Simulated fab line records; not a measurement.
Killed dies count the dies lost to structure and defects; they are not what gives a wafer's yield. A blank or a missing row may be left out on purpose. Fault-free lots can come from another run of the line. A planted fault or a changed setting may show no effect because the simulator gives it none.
8D (eight disciplines) problem report, filled in by code	flow sky130	the parts of the form that need people (team, actions taken, sign-off) are left out

== 1. THE PROBLEM ==
Wafers without a fault read 0.855 a.u., standard deviation 0.0047; oes product au at SKY_CONTACT_ETCH_16 reads a mean of 0.700 a.u. on 9 wafers belonging to 3 lots. That is -33 standard deviations from the usual mean.
The step: etches BARC in N2/H2, stops on SiO2, time 45.9 s, target depth 60 nm.
Seen first at day 36 18:59 on rie diel-04, wafer L953.3. At this step, 33 wafers from 11 lots have a number in the record. Rule for "out", or "out of limits": more than 4 standard deviations from the usual mean. Any other wafer with a number is counted as sound.

== 2. WHAT IT IS; WHAT IT IS NOT ==
question	is	is not
which readings at this step	oes product au	drypump motor current A, throttle valve pct
which lots	L953, L954, L957	L938, L939, L940, L942, L943, L944, L947, L955
which wafers of those lots	all that have a number	-
read on which tools	rie diel-04	rie diel-01, rie diel-03
when	from day 36 18:59	up to then (21 sound wafers); but 3 sound wafers of L955 came after

== 3. WHAT RULES OUT EACH SUSPECT ==
Counting: a tool at a process step up to the reading stays a suspect if it ran every lot that is out and no sound lot after the first of them.
- rie diel-04 at SKY_CONTACT_ETCH_16 (etches BARC in N2/H2, stops on SiO2, time 45.9 s, target depth 60 nm): kept. It ran every lot that is out, first L953 (day 36 18:59), and no sound lot after that; its last sound lot up to then is L947 (day 35 01:37). On those wafers its own readings are out: oes product au.
Remaining after the count: rie diel-04 at SKY_CONTACT_ETCH_16.

== 4. THE CAUSE (what the simulator had put in) ==
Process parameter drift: rie diel-04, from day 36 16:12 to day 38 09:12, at SKY_CONTACT_ETCH_16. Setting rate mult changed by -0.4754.
After counting, this tool was the only one left.

== 5. THE CHAIN OF EFFECTS, in route order ==
One row per reading whose mean, taken over the struck wafers that have a number, lies over 3 standard deviations from the usual. Readings are gone through only where the record gives a usual standard deviation; hours: the median, over the lots, of the time from a lot's start at the first step in this table giving one to that lot's start at this step; sigmas: the change measured in usual standard deviations.
hours	step	reading	usual	on struck wafers	change	sigmas
0	SKY_CONTACT_ETCH_16	oes product au	0.855 a.u.	0.700	-0.155	-33
0	SKY_CONTACT_STRIP_19	strip time to endpoint s	3.623 s	3.848	+0.225	+8.1
Process steps it contains:
- SKY_CONTACT_ETCH_16: etches BARC in N2/H2, stops on SiO2, time 45.9 s, target depth 60 nm.
- SKY_CONTACT_STRIP_19: strips in O2/N2.

== 6. WHAT WOULD HAVE CAUGHT IT SOONER ==
In this record no reading fell out of limits until day 36 18:59, 3 hours after the fault had begun at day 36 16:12.
